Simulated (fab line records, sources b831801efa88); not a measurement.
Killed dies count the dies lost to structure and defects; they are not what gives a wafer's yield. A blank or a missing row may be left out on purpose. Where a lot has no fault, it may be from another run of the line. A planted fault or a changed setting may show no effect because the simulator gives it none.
Which tool did it? | flow sky130 | 39 wafers sampled from 13 lots at 1 step of a route of 708

WHAT THE GAUGES SHOWED, per wafer
SKY_LOCAL_INTERCONNECT_OVL_MEAS_12.
lot  | measured     | on         | LOCAL_INTERCONNECT_OVL (nm)
L518 | day 31 14:05 | overlay-02 | 0 -8 3
L522 | day 32 02:58 | overlay-01 | -4 -4 0
L521 | day 32 03:01 | overlay-02 | -1 -2 -4
L525 | day 33 05:04 | overlay-02 | 4 6 -1
L526 | day 33 08:31 | overlay-02 | -3 -5 -4
L527 | day 33 11:22 | overlay-01 | 8 11 7
L528 | day 33 15:37 | overlay-01 | 1 4 2
L529 | day 33 23:58 | overlay-01 | 8 6 2
L533 | day 35 09:04 | overlay-01 | 5 -1 0
L538 | day 37 00:52 | overlay-01 | 10 0 6
L539 | day 37 21:58 | overlay-01 | 7 7 7
L540 | day 37 22:40 | overlay-02 | 2 -1 -3
L541 | day 38 01:10 | overlay-02 | -3 0 -2

TOOL THAT RAN EACH LOT (tool first, then ch and the chambers of the sampled wafers, then the start)
The record shows no process step preceding these readings.

AS READ BY THE TOOLS THEMSELVES (means over the sampled wafers that have a number; for cases with no such wafer, the mark the record gives instead)
The record holds no such reading with a usual standard deviation.

THE ANSWER, worked out from the rows above alone
Rule: the usual values come from the lots themselves. Put in order of their means at a reading, lots are off if they are a third of the lots or fewer, leave a main group of 4 or more, and stand apart from it by a gap of 3 or more times the standard deviation of the main group's means; of several such gaps the widest counts. A main group is skipped when, at the precision printed for the reading in the tables above, its means are all equal. Also off: a lot with no number at a reading for which 4 or more lots have one. All remaining lots with rows at the step are treated as sound. Order of review: gauges by route order, followed by the tools' own readings, for which a lot's mean as printed above is used. At the first step where some lot is off, the reading lying furthest off is the one used; lots without a number count as furthest.
Across all readings shown, no lot is off: no conclusion can be drawn from this.

WHAT HAD BEEN PUT IN BY THE SIMULATOR
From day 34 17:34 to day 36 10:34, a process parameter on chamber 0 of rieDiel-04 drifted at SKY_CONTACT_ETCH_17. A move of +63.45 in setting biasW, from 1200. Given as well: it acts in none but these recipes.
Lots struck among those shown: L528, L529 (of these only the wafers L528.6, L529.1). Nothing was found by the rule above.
